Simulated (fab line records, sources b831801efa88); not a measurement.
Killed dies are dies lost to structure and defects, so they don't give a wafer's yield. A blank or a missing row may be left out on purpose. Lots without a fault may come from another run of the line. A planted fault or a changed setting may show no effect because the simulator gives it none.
fab line records | flow sfq_line
record lots=14 wafers=40 last_day=83
route steps=325 shown C5@247
lots that met no fault: from a run of the same line without faults
start_h: hours from the record's first day to the start of the lot's first wafer shown | wait_h: hours since the lot's step before | " the same as in the row above | L1.1+2: a row that stands for several wafers | - no value, or no start given | * or withheld: withheld | < > ~ a bound
route shown NAME@n: a module of which the file shows steps, and the number in the route of the first | usual: mean/standard deviation of fault-free wafers | same: alike in all rows | chamber/n: place in a boat | sites: the reading at each site | _std_site: their standard deviation | _edge_site: outer sites' mean less inner sites' | radius_mm: how far each site lies from the wafer's centre | mask NAME#n: copy n | behind: the tool/chamber that last shaped the wafer | hold: why the lot was held/for how many hours/how that ended | device: the transistor (n, p or np) that didn't switch | end of line: the same wafers' tests at the end of the route | a step without rows: its recipe alone | killed: dies lost to structure and defects at the first sort, not the wafer's yield | map: a wafer's dies, x killed, . not, _ none there
set.NAME: the setting as run; set.NAME@STEP: as run at that earlier step | model.NAME: the simulator's own value behind a step, which no gauge read
steps of the route over a sample of lots; a table a step, a row a wafer
services: from which hour (start_h, from the record's first day; less than 0 if before it) a tool's chamber was out of use, for how many hours, and why
## steps
# step SFQ_TRILAYER_C5_BARC_OPEN_VIA_ETCH_210
# recipe mask_material=PR chemistry=O2 target_depth_nm=125 target=BARC source_w=500 bias_w=80 pressure_mtorr=30 time_s=41.7
# usual drypump_motor_current_A=5.9/0.32 oes_product_au=0.685/0.0047 run_length_s=70.1/0.39
# columns lot.wafer tool chamber start_h wait_h drypump_motor_current_A oes_product_au rf_hours_counter_h run_length_s
L492.3 rie_diel-03 0 1482.65 0.0 6.0 0.691 13 70.0
L492.4 " 1 " " 5.6 0.686 7 70.4
L492.6 " 0 " " 6.0 0.691 - 69.9
L495.2 rie_diel-03 2 1507.71 0.0 6.3 0.682 20 70.6
L495.5 " 1 " " 5.6 0.691 - 70.7
L495.6 " 0 " " 5.9 0.683 - 70.3
L496.1 rie_diel-02 0 1512.63 0.0 5.5 0.688 19 69.9
L496.2 " 1 " " 5.9 0.693 23 70.4
L496.5 " 3 " " 6.5 0.685 - 69.6
L497.2 rie_diel-03 1 1527.03 0.0 5.5 0.691 7 69.7
L497.3 " 3 " " 6.1 0.683 14 70.6
L497.4 " 0 " " 6.0 0.678 13 70.4
L498.4 rie_diel-02 0 1547.41 0.0 5.6 0.681 19 70.0
L498.5 " 1 " " 6.0 0.689 - 70.3
L498.6 " 0 " " 5.6 0.687 - 70.4
L499.1 rie_diel-04 3 1550.81 0.0 5.9 0.690 4 70.0
L499.2 " 0 " " 5.5 0.682 13 69.8
L499.4 " 1 " " 6.1 0.687 14 69.6
L500.1 rie_diel-02 0 1574.81 0.0 5.5 0.683 19 69.8
L500.2 " 2 " " 5.3 0.677 11 70.5
L500.6 " 1 " " 5.9 0.685 - 70.4
L503.2 rie_diel-03 2 1691.37 0.0 6.2 0.686 2 70.4
L503.3 " 0 " " 6.0 0.686 16 69.8
L503.5 " 3 " " 6.1 0.689 - 70.3
L506.2 rie_diel-03 3 1702.17 0.0 6.1 0.687 17 70.6
L506.4 " 0 " " 6.0 0.697 16 69.9
L506.6 " 0 " " 5.9 0.677 - 70.0
L507.3 rie_diel-04 1 1703.37 0.0 6.1 0.681 16 69.7
L507.4 " 0 " " 5.5 0.683 15 69.7
L507.6 " 2 " " 6.0 0.687 - 70.4
L509.1 rie_diel-03 1 1709.13 0.0 5.6 0.669 10 71.7
L509.4 " 2 " " 6.2 0.674 2 72.0
L511.3 rie_diel-03 2 1718.73 0.0 6.3 0.668 2 72.3
L511.5 " 2 " " 6.2 0.675 - 72.1
L512.2 rie_diel-02 3 1722.33 0.0 6.5 0.684 18 69.3
L512.4 " 0 " " 5.5 0.683 3 69.9
L512.5 " 0 " " 5.6 0.685 - 70.1
L514.1 rie_diel-04 1 1724.73 0.0 6.1 0.684 16 69.7
L514.3 " 2 " " 6.0 0.681 6 69.9
L514.5 " 1 " " 6.1 0.686 - 69.9
## services
# columns tool chamber start_h hours kind
rie_diel-02 - 1459.70 2.8 pm
rie_diel-03 1 1484.78 2.3 repair
rie_diel-02 3 1495.31 6.0 repair
rie_diel-03 - 1496.81 0.4 repair
rie_diel-02 2 1498.62 16.3 repair
rie_diel-04 1 1513.49 5.4 repair
rie_diel-02 1 1514.90 - clean
rie_diel-02 1 1514.90 12.7 scheduled_down
rie_diel-03 0 1522.79 3.0 repair
rie_diel-04 1 1573.06 7.8 repair
rie_diel-04 0 1584.96 9.7 repair
rie_diel-03 2 1596.83 - clean
rie_diel-03 2 1596.83 24.2 scheduled_down
rie_diel-03 2 1596.83 24.2 vent_cycle
rie_diel-04 0 1599.95 10.1 repair
rie_diel-02 2 1607.11 7.9 repair
rie_diel-03 - 1616.74 0.8 repair
rie_diel-03 3 1620.23 11.1 repair
rie_diel-02 2 1637.03 6.7 repair
rie_diel-02 2 1667.53 18.4 repair
rie_diel-04 - 1682.50 4.8 repair
rie_diel-02 2 1689.73 1.6 repair
rie_diel-02 3 1700.31 5.9 repair
rie_diel-02 - 1720.97 0.2 repair
## key
first_sign step=SFQ_TRILAYER_C5_BARC_OPEN_VIA_ETCH_210 reading=run_length_s direction=up sigmas=4.9 usual=* struck=*
effect step=SFQ_TRILAYER_C5_BARC_OPEN_VIA_ETCH_210 reading=oes_product_au direction=down sigmas=2.8 usual=0.685 struck=0.672
met_at SFQ_TRILAYER_C5_BARC_OPEN_VIA_ETCH_210
struck_lots L509,L511
onset_between 1702.17 1709.13
fault kind=process_parameter_drift tool=rie_diel-03 chamber=- onset_h=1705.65 steps=SFQ_TRILAYER_C5_BARC_OPEN_VIA_ETCH_210 channel=time_s offset=* shape=step end_h=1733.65 acts_in=* stated=*
